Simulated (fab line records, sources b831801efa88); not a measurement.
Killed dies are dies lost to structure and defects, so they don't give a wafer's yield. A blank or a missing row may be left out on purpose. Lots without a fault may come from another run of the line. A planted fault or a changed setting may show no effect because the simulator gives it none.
A struck lot beside a sound one | flow sky130 | 42 steps out of a route of 708
Sound: wafers L136.2, L136.3, L136.5. Struck: wafer L144.2. (L144.3, L144.6 of the same lot were not struck and are left out.) The cause comes at the end.
At each step with rows: each side's tool, then ch and its chambers, then its first start. Under that, the readings that differ: sound wafers | struck wafers | difference of the means | sigmas: that difference in standard deviations of wafers without a fault.
alike: readings whose means differ by less than 2 such deviations, and words and numbers that are the same on both sides. not compared: withheld readings, readings that some wafer has no value for, bounds like >300 that may hide the same value, and numbers for which the record gives no deviation and whose values overlap.
The two part at a step that has a row with sigmas, a row that says differs or no value, or rows on one side only. Numbers that don't overlap but have no deviation are shown without sigmas and don't part them. A reading that every wafer of one side lacks parts them only if that side has two wafers or more.

first, 1 step without rows for these wafers: SKY_POLY_CUT_ETCH_10 (etches BARC in N2/H2, stops on SiO2, time 45.9 s, target depth 60 nm).
SKY_POLY_CUT_ETCH_11: etches Si3N4 in CF4/CH2F2/Ar, stops on poly-Si, time 42.5 s, target depth 60 nm.
  sound on rie_diel-01 ch 1,2, day 25 21:36; struck on rie_diel-01 ch 1, day 28 20:42
  alike: cf4_flow_sccm, drypump_motor_current_A, oes_product_au, throttle_valve_pct
  not compared: rf_hours_counter_h
SKY_POLY_CUT_STRIP_12: strips in O2/N2.
  sound on plasma_asher-04 ch 0,1, day 25 21:38; struck on plasma_asher-03 ch 0, day 28 20:44
  alike: drypump_motor_current_A, oes_product_au, strip_time_to_endpoint_s
  not compared: rf_hours_counter_h
then, 7 steps without rows for these wafers: SKY_SD_P_DEHYDRATE_00 (time 60 s); SKY_SD_P_HMDS_01 (prime time 60 s); SKY_SD_P_COAT_02 (resist thk 1140 nm); SKY_SD_P_SOFTBAKE_03 (time 60 s); SKY_SD_P_EXPOSE_04 (exposes mask PSDM, target cd 380 nm); SKY_SD_P_PEB_05; SKY_SD_P_DEVELOP_06 (develop time 60 s).
SKY_SD_P_CD_MEAS_07: target cd 380 nm.
  sound on cd_sem-02, day 27 02:50; struck on cd_sem-02, day 30 01:09
  alike: cd_nm
SKY_SD_P_OVL_MEAS_08:
  sound on overlay-02, day 27 02:56; struck on overlay-01, day 30 01:16
  alike: SD_P_OVL
SKY_SD_P_IMPLANT_09:
  sound on implanter-04 ch 0, day 27 02:59; struck on implanter-04 ch 0, day 30 01:19
SKY_SD_P_STRIP_10: strips in O2/N2.
  sound on plasma_asher-04 ch 1, day 27 03:07; struck on plasma_asher-02 ch 0, day 30 01:26
  reading                     | sound       | struck | difference | sigmas
  drypump_motor_current_A (A) | 6.3 6.3 6.4 | 5.3    | -1.0       | -2
  alike: oes_product_au, strip_time_to_endpoint_s
  not compared: rf_hours_counter_h
SKY_SD_P_TW_MEAS_11:
  sound on film_metro-03, day 27 03:14; struck on film_metro-02, day 30 01:33
  reading | sound          | struck | difference | sigmas
  SD_P_TW | 2843 2843 2840 | 2806   | -36        | -2
then, 8 steps without rows for these wafers: SKY_RES_XHIGH_DEHYDRATE_00 (time 60 s); SKY_RES_XHIGH_HMDS_01 (prime time 60 s); SKY_RES_XHIGH_COAT_02 (resist thk 1140 nm); SKY_RES_XHIGH_SOFTBAKE_03 (time 60 s); SKY_RES_XHIGH_EXPOSE_04 (exposes mask URPM, target cd 1270 nm); SKY_RES_XHIGH_PEB_05; SKY_RES_XHIGH_DEVELOP_06 (develop time 60 s); SKY_RES_XHIGH_IMPLANT_07.
SKY_RES_XHIGH_STRIP_08: strips in O2/N2.
  sound on plasma_asher-02 ch 0,1, day 28 08:43; struck on plasma_asher-03 ch 1, day 31 06:10
  reading                      | sound             | struck | difference | sigmas
  strip_time_to_endpoint_s (s) | 14.19 14.17 14.22 | 14.30  | +0.11      | +2
  alike: drypump_motor_current_A, oes_product_au
  not compared: rf_hours_counter_h
SKY_RES_XHIGH_TW_MEAS_09:
  sound on film_metro-01, day 28 08:49; struck on film_metro-02, day 31 06:16
  alike: RES_XHIGH_TW
then, 7 steps without rows for these wafers: SKY_SD_N_DEHYDRATE_00 (time 60 s); SKY_SD_N_HMDS_01 (prime time 60 s); SKY_SD_N_COAT_02 (resist thk 1140 nm); SKY_SD_N_SOFTBAKE_03 (time 60 s); SKY_SD_N_EXPOSE_04 (exposes mask NSDM, target cd 380 nm); SKY_SD_N_PEB_05; SKY_SD_N_DEVELOP_06 (develop time 60 s).
SKY_SD_N_CD_MEAS_07: target cd 380 nm.
  sound on cd_sem-01, day 29 13:35; struck on cd_sem-02, day 32 10:14
  alike: cd_nm
SKY_SD_N_OVL_MEAS_08:
  sound on overlay-01, day 29 13:41; struck on overlay-01, day 32 10:20
  alike: SD_N_OVL
then, 2 steps without rows for these wafers: SKY_SD_N_IMPLANT_09; SKY_SD_N_IMPLANT_10.
SKY_SD_N_STRIP_11: strips in O2/N2.
  sound on plasma_asher-01 ch 0,1, day 29 14:01; struck on plasma_asher-02 ch 1, day 32 10:40
  alike: drypump_motor_current_A, oes_product_au, strip_time_to_endpoint_s
  not compared: rf_hours_counter_h
SKY_SD_N_TW_MEAS_12:
  sound on film_metro-01, day 29 14:08; struck on film_metro-02, day 32 10:47
  reading | sound          | struck | difference | sigmas
  SD_N_TW | 4039 4036 4043 | 3978   | -61        | -3
then, 2 steps without rows for these wafers: SKY_SD_N_CLEAN_13 (cleans in SC1/SC2, time 150 s); SKY_SD_N_RTA_14 (time 2 s).
SKY_SD_N_RS_MEAS_16: measures by four-point-probe.
  sound on film_metro-02, day 29 14:26; struck on film_metro-01, day 32 11:08
  alike: SD_N_RS
-- the record jumps here: 17 days lie between the struck wafers' starts before and after (it left off in module SD_N and takes up again in module PAD_OPEN, whose first step shown is number 708 of the route) --
SKY_PAD_OPEN_PROBE_99:
  sound on prober-01, day 47 05:55; struck on prober-01, day 49 04:50
  reading                                 | sound             | struck | difference | sigmas
  model.etest.res_high_po.rs_ohm_sq_range | 12.58 11.55 11.59 | 27.22  | +15.31     |
  model.etest.res_pdiff.rs_ohm_sq_range   | 8.746 9.076 8.141 | 7.013  | -1.641     |
  alike: killed_at_M0_to_M3, killed_at_M4_up, killed_at_contacts, killed_at_front_end, killed_at_other, killed_dies, killed_open, killed_short

WHERE THEY PART
First at SKY_SD_P_STRIP_10; last, within this record, at SKY_SD_N_TW_MEAS_12. Later steps at which nothing parts them and some readings are alike: SKY_SD_N_RS_MEAS_16, SKY_PAD_OPEN_PROBE_99.

WHY: what the simulator had put in
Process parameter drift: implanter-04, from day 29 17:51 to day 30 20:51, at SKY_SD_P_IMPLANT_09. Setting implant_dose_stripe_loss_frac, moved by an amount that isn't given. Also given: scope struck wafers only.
